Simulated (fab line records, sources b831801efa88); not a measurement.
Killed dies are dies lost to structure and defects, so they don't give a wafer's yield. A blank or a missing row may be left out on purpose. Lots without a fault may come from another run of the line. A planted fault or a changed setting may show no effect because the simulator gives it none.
One fault seen from 2 desks | flow gf180mcu | each desk has only its own numbers; what lay behind them comes last

THE TOOL OWNER'S DESK: rie_diel-04
The tool's own readings at GF_V5_ETCH_17 (etches SiO2 in C4F8/O2/Ar, stops on TiN, target depth 855 nm): means of the sampled wafers that have a number, for each lot that ran on this tool. A lot is out of limits, marked OUT, if its mean lies more than 4 standard deviations from the usual mean; the brackets give that distance.
Columns: A = oes_product_au at GF_V5_ETCH_17, usual 0.859 a.u.
lot  | first seen here | A
L152 | day 29 13:00    | 0.860
L155 | day 30 10:00    | 0.860
L159 | day 31 07:00    | 0.856
L166 | day 33 05:00    | 0.862
L167 | day 33 11:00    | 0.856
This desk's finding: nothing out of limits on any of the 5 lots.

THE METROLOGY DESK
What the gauges read, lot by lot, whatever tool the lot ran on: means of the sampled wafers that have a number. A lot is out of limits, marked OUT, if its mean lies more than 4 standard deviations from the usual mean; the brackets give that distance.
Columns: A = PASSIVATION_CVD_02_THK at GF_PASSIVATION_THK_MEAS_03, usual 699 nm
lot  | first seen here | A
L145 | day 27 23:41    | 710
L146 | day 28 11:38    | 682
L151 | day 30 00:21    | 700
L152 | day 30 11:20    | 699
L153 | day 30 17:04    | 696
L154 | day 31 01:44    | 694
L155 | day 31 08:02    | 709
L156 | day 31 09:35    | 703
L159 | day 32 03:30    | 704
L162 | day 32 23:53    | 700
L166 | day 33 23:20    | 698
L168 | day 34 05:15    | 695
L167 | day 34 05:41    | 703
This desk's finding: nothing out of limits on any of the 13 lots.

PUT TOGETHER
The tool owner's desk saw nothing out of limits.
The metrology desk saw nothing out of limits.

WHAT THE SIMULATOR HAD PUT IN
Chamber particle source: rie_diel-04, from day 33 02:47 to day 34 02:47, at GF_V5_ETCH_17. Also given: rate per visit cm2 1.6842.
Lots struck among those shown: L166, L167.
